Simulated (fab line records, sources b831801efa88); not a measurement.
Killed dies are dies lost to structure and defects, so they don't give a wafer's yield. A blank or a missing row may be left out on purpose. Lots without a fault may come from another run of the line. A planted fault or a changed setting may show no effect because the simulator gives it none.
One fault seen from 2 desks | flow sky130 | each desk has only its own numbers; what lay behind them comes last

THE METROLOGY DESK
What the gauges read, lot by lot, whatever tool the lot ran on: means of the sampled wafers that have a number. A lot is out of limits, marked OUT, if its mean lies more than 4 standard deviations from the usual mean; the brackets give that distance.
Columns: A = SD_N_TW at SKY_SD_N_TW_MEAS_12, usual 4016; B = SD_N_RS at SKY_SD_N_RS_MEAS_16, usual 68.88 ohm/sq; C = LI_CONTACT_BOW at SKY_LI_CONTACT_BOW_MEAS_03, usual 55 um
lot  | first seen here | A               | B                       | C
L633 | day 28 22:43    | 3961            | 68.84                   | 53
L636 | day 30 12:25    | 3996            | 68.83                   | 58
L638 | day 30 15:54    | 4060            | 68.77                   | 52
L639 | day 31 01:05    | 4078            | 68.92                   | 55
L644 | day 32 13:37    | 3992            | 68.89                   | 50
L647 | day 33 12:55    | 3929            | 85.63 (+99 or more) OUT | 60
L646 | day 33 16:50    | 3817 (-4.5) OUT | 85.48 (+99 or more) OUT | 64
L650 | day 34 07:08    | 4063            | 68.86                   | 57
L653 | day 35 00:05    | 4061            | 68.76                   | 57
L654 | day 35 12:01    | 4082            | 68.91                   | 53
This desk's finding: out of limits on L646, L647; first on L647, day 33 13:16 (SD_N_RS at SKY_SD_N_RS_MEAS_16). In limits: L633, L636, L638, L639, L644, L650, L653, L654.

THE TOOL OWNER'S DESK: implanter-02
The tool's own readings at SKY_SD_N_IMPLANT_09: means of the sampled wafers that have a number, for each lot that ran on this tool. A lot is out of limits, marked OUT, if its mean lies more than 4 standard deviations from the usual mean; the brackets give that distance.
Columns: A = beam_on_s at SKY_SD_N_IMPLANT_09, usual 17.8 s; B = dose_ions_cm2 at SKY_SD_N_IMPLANT_09, usual 4.001e+15; C = faraday_current_uA at SKY_SD_N_IMPLANT_09, usual 12392
lot  | first seen here | A               | B                           | C
L636 | day 30 12:01    | 16.1            | 4.004e+15                   | 13569
L638 | day 30 15:32    | 16.5            | 3.999e+15                   | 13127
L647 | day 33 12:32    | 10.0 (-4.6) OUT | 1.584e+15 (-99 or more) OUT | 8654
L646 | day 33 16:26    | 10.1 (-4.5) OUT | 1.581e+15 (-99 or more) OUT | 8566
This desk's finding: out of limits on L646, L647; first on L647, day 33 12:32 (beam_on_s at SKY_SD_N_IMPLANT_09). In limits: L636, L638.

PUT TOGETHER
The tool owner's desk could have raised an alarm at day 33 12:32, on L646, L647.
The metrology desk could have raised an alarm at day 33 13:16, on L646, L647.
Of the lots named, all ran SKY_SD_N_IMPLANT_09 on implanter-02.

WHAT THE SIMULATOR HAD PUT IN
Process parameter drift: implanter-02, from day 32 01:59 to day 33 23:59, at SKY_SD_N_IMPLANT_09. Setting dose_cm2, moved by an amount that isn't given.
Lots struck among those shown: L646, L647.
Hours from the fault's start to each desk's first reading out of limits: the tool owner's desk, 35; the metrology desk, 35.
